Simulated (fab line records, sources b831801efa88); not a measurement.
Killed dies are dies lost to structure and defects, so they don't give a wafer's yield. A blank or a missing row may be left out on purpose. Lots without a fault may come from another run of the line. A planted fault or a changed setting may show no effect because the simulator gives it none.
One fault seen from 2 desks | flow sky130 | each desk has only its own numbers; what lay behind them comes last

THE METROLOGY DESK
What the gauges read, lot by lot, whatever tool the lot ran on: means of the sampled wafers that have a number. A lot is out of limits, marked OUT, if its mean lies more than 4 standard deviations from the usual mean; the brackets give that distance.
Columns: A = LI_CONTACT_W_RS at SKY_LI_CONTACT_RS_MEAS_22, usual 0.304 ohm/sq; B = LI_CONTACT_W_THK at SKY_LI_CONTACT_THK_MEAS_23, usual 389 nm; C = LOCAL_INTERCONNECT_TIN_RS at SKY_LOCAL_INTERCONNECT_RS_MEAS_01, usual 14.08 ohm/sq; D = LOCAL_INTERCONNECT_TIN_THK at SKY_LOCAL_INTERCONNECT_THK_MEAS_02, usual 99.1 nm; E = cd_nm at SKY_LOCAL_INTERCONNECT_CD_MEAS_11, usual 170.2 nm; F = LOCAL_INTERCONNECT_OVL at SKY_LOCAL_INTERCONNECT_OVL_MEAS_12, usual -1 nm
lot  | first seen here | A     | B   | C     | D     | E     | F
L829 | day 31 01:32    | 0.302 | 389 | 13.99 | 99.2  | 171.9 | -8
L831 | day 31 09:54    | 0.302 | 388 | 13.91 | 100.7 | 169.8 | -4
L837 | day 33 11:31    | 0.303 | 392 | 14.13 | 99.3  | 173.9 | -2
L839 | day 34 05:54    | 0.309 | 382 | 14.20 | 97.8  | 171.3 | 6
L847 | day 36 15:29    | 0.307 | 389 | 14.23 | 97.7  | 171.2 | 0
L848 | day 36 18:05    | 0.308 | 378 | 14.12 | 98.9  | 169.5 | -7
This desk's finding: nothing out of limits on any of the 6 lots.

THE TOOL OWNER'S DESK: litho_track-02
The tool's own readings at SKY_LOCAL_INTERCONNECT_SOFTBAKE_07 (time 90 s): means of the sampled wafers that have a number, for each lot that ran on this tool. A lot is out of limits, marked OUT, if its mean lies more than 4 standard deviations from the usual mean; the brackets give that distance.
Columns: A = heater_power_total_W at SKY_LOCAL_INTERCONNECT_SOFTBAKE_07, usual 57.35 W; B = plate_temp_C at SKY_LOCAL_INTERCONNECT_SOFTBAKE_07, usual 99.99 C
lot  | first seen here | A               | B
L837 | day 34 01:00    | 54.28 (-28) OUT | 96.20 (-29) OUT
L839 | day 34 20:00    | 54.39 (-27) OUT | 96.21 (-29) OUT
L848 | day 37 07:00    | 57.26           | 100.01
This desk's finding: out of limits on L837, L839; first on L837, day 34 01:00 (heater_power_total_W at SKY_LOCAL_INTERCONNECT_SOFTBAKE_07). In limits: L848.

PUT TOGETHER
The tool owner's desk could have raised an alarm at day 34 01:00, on L837, L839.
The metrology desk saw nothing out of limits.
The metrology desk has L837, L839 on record, within its limits.
Of the lots named, all ran SKY_LOCAL_INTERCONNECT_SOFTBAKE_07 on litho_track-02.

WHAT THE SIMULATOR HAD PUT IN
Process parameter drift: litho_track-02, from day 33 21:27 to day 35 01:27, at SKY_LOCAL_INTERCONNECT_SOFTBAKE_07. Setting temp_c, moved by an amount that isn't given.
Lots struck among those shown: L837, L839.
Hours from the fault's start to each desk's first reading out of limits: the tool owner's desk, 4.
